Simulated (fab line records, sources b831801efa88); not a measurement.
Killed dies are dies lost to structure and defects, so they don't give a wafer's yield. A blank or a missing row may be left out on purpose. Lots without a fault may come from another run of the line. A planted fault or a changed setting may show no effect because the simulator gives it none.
A struck lot beside a sound one | flow sky130 | 15 steps out of a route of 708
Sound: wafers L203.2, L203.4, L203.6. Struck: wafers L204.2, L204.5, L204.6. The cause comes at the end.
At each step with rows: each side's tool, then ch and its chambers, then its first start. Under that, the readings that differ: sound wafers | struck wafers | difference of the means | sigmas: that difference in standard deviations of wafers without a fault.
alike: readings whose means differ by less than 2 such deviations, and words and numbers that are the same on both sides. not compared: withheld readings, readings that some wafer has no value for, bounds like >300 that may hide the same value, and numbers for which the record gives no deviation and whose values overlap.
The two part at a step that has a row with sigmas, a row that says differs or no value, or rows on one side only. Numbers that don't overlap but have no deviation are shown without sigmas and don't part them. A reading that every wafer of one side lacks parts them only if that side has two wafers or more.

first, 1 step without rows for these wafers: SKY_VT_ADJUST_NCORE_IMPLANT_09.
SKY_VT_ADJUST_NCORE_STRIP_10: strips in O2/N2.
  sound on plasma_asher-02 ch 0,1, day 13 08:26; struck on plasma_asher-01 ch 0,1, day 13 13:23
  alike: drypump_motor_current_A, oes_product_au, strip_time_to_endpoint_s
  not compared: rf_hours_counter_h
SKY_VT_ADJUST_NCORE_TW_MEAS_11:
  sound on film_metro-04, day 13 08:32; struck on film_metro-01, day 13 13:29
  alike: VT_ADJUST_NCORE_TW
then, 7 steps without rows for these wafers: SKY_VT_ADJUST_HVTR_DEHYDRATE_00 (time 60 s); SKY_VT_ADJUST_HVTR_HMDS_01 (prime time 60 s); SKY_VT_ADJUST_HVTR_COAT_02 (resist thk 1140 nm); SKY_VT_ADJUST_HVTR_SOFTBAKE_03 (time 60 s); SKY_VT_ADJUST_HVTR_EXPOSE_04 (exposes mask HVTRM, target cd 380 nm); SKY_VT_ADJUST_HVTR_PEB_05; SKY_VT_ADJUST_HVTR_DEVELOP_06 (develop time 57.6 s).
SKY_VT_ADJUST_HVTR_CD_MEAS_07: target cd 380 nm.
  sound on cd_sem-01, day 14 09:37; struck on cd_sem-01, day 14 15:23
  alike: cd_nm
SKY_VT_ADJUST_HVTR_OVL_MEAS_08:
  sound on overlay-02, day 14 09:43; struck on overlay-01, day 14 15:29
  alike: VT_ADJUST_HVTR_OVL
SKY_VT_ADJUST_HVTR_IMPLANT_09:
  sound on implanter-04 ch 0, day 14 09:47; struck on implanter-01, day 14 15:33
  no value came back on the struck wafers for beam_energy_keV, beam_on_s (s), faraday_current_uA; on the sound wafers beam_energy_keV reads 9.9992 9.9986 9.9996
SKY_VT_ADJUST_HVTR_STRIP_10: strips in O2/N2.
  sound on plasma_asher-02 ch 0, day 14 09:54; struck on plasma_asher-01 ch 0,1, day 14 15:40
  alike: drypump_motor_current_A, oes_product_au, strip_time_to_endpoint_s
  not compared: rf_hours_counter_h
SKY_VT_ADJUST_HVTR_TW_MEAS_11:
  sound on film_metro-02, day 14 10:01; struck on film_metro-04, day 14 15:47
  reading           | sound       | struck   | difference | sigmas
  VT_ADJUST_HVTR_TW | 218 218 218 | 30 29 29 | -189       | -45

WHERE THEY PART
First at SKY_VT_ADJUST_HVTR_IMPLANT_09; last, within this record, at SKY_VT_ADJUST_HVTR_TW_MEAS_11.

WHY: what the simulator had put in
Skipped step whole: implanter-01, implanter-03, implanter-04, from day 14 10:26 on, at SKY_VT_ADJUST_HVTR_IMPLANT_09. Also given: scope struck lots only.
